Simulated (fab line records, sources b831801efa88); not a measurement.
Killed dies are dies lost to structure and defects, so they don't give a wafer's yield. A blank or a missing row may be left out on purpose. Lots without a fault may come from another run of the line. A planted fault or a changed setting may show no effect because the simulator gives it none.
One fault seen from 2 desks | flow sky130 | each desk has only its own numbers; what lay behind them comes last

THE TOOL OWNER'S DESK: litho_track-02
The tool's own readings at SKY_POLY_GATE_DEVELOP_12 (develop time 60 s): means of the sampled wafers that have a number, for each lot that ran on this tool. A lot is out of limits, marked OUT, if its mean lies more than 4 standard deviations from the usual mean; the brackets give that distance.
Columns: A = developer_temp_C at SKY_POLY_GATE_DEVELOP_12, usual 20.99 C
lot  | first seen here | A
L803 | day 19 09:00    | 20.93
L807 | day 20 23:00    | 20.94
L815 | day 24 00:00    | 18.97 (-18) OUT
L817 | day 24 07:00    | 19.13 (-17) OUT
This desk's finding: out of limits on L815, L817; first on L815, day 24 00:00 (developer_temp_C at SKY_POLY_GATE_DEVELOP_12). In limits: L803, L807.

THE METROLOGY DESK
What the gauges read, lot by lot, whatever tool the lot ran on: means of the sampled wafers that have a number. A lot is out of limits, marked OUT, if its mean lies more than 4 standard deviations from the usual mean; the brackets give that distance.
Columns: A = POLY_GATE_TW at SKY_RES_PROTECT_TW_MEAS_08, usual 4039; B = POLY_GATE_CVD_03_THK at SKY_POLY_GATE_THK_MEAS_04, usual 75.2 nm; C = cd_nm at SKY_POLY_GATE_CD_MEAS_13, usual 150.2 nm
lot  | first seen here | A    | B    | C
L800 | day 17 07:55    | 4020 | 75.3 | 149.2
L803 | day 17 23:56    | 4001 | 74.7 | 149.4
L807 | day 19 14:31    | 4030 | 73.8 | 150.1
L811 | day 20 22:14    | 4053 | 76.0 | 152.0
L815 | day 22 15:40    | 4040 | 74.7 | 152.6
L817 | day 22 23:46    | 3988 | 74.7 | 152.8
This desk's finding: nothing out of limits on any of the 6 lots.

PUT TOGETHER
The tool owner's desk could have raised an alarm at day 24 00:00, on L815, L817.
The metrology desk saw nothing out of limits.
The metrology desk has L815, L817 on record, within its limits.
Of the lots named, all ran SKY_POLY_GATE_DEVELOP_12 on litho_track-02.

WHAT THE SIMULATOR HAD PUT IN
Process parameter drift: litho_track-02, from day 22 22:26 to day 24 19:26, at SKY_POLY_GATE_DEVELOP_12. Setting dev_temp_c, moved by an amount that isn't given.
Lots struck among those shown: L815, L817.
Hours from the fault's start to each desk's first reading out of limits: the tool owner's desk, 26.
